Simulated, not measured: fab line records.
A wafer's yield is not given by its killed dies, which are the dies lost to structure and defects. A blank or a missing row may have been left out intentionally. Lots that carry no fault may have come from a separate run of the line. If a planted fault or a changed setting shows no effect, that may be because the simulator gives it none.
The tool behind it: which one?	flow sky130	route of 708 steps, sampled at 1 step: 7 lots, 19 wafers

== WHAT THE GAUGES READ, wafer by wafer ==
SKY_POLY_GATE_THK_MEAS_04.
lot	measured	on	POLY_GATE_CVD_03_THK (nm)
L106	day 15 09:55	film_metro-04	73.6 74.1 74.1
L108	day 16 01:42	film_metro-02	75.4 75.3 74.9
L111	day 17 10:14	film_metro-03	75.5 76.3 75.8
L114	day 18 10:46	film_metro-03	76.5 75.6 75.6
L116	day 19 04:06	film_metro-04	75.0 74.1 74.3
L121	day 21 00:01	film_metro-04	76.4 75.8
L125	day 22 08:17	film_metro-02	75.4 74.6

== TOOL THAT RAN EACH LOT (tool first, then ch and the chambers of the sampled wafers, then the start) ==
The record holds no process step before these readings.

== THE ANSWER, worked out from the rows above alone ==
Rule: the usual values come from the lots themselves. Put in order of their means at a reading, lots are off if they are a third of the lots or fewer, leave a main group of 4 or more, and stand apart from it by a gap of 3 or more times the standard deviation of the main group's means; of several such gaps the widest counts. The tables above print the reading to a certain number of digits; a main group whose means all agree to those digits is not used. Also off: a lot with no number at a reading for which 4 or more lots have one. Where the step has rows for the other lots, those lots are counted as sound.
Nothing can be told from this: no lot is off at any reading shown.

== WHAT THE SIMULATOR PUT IN ==
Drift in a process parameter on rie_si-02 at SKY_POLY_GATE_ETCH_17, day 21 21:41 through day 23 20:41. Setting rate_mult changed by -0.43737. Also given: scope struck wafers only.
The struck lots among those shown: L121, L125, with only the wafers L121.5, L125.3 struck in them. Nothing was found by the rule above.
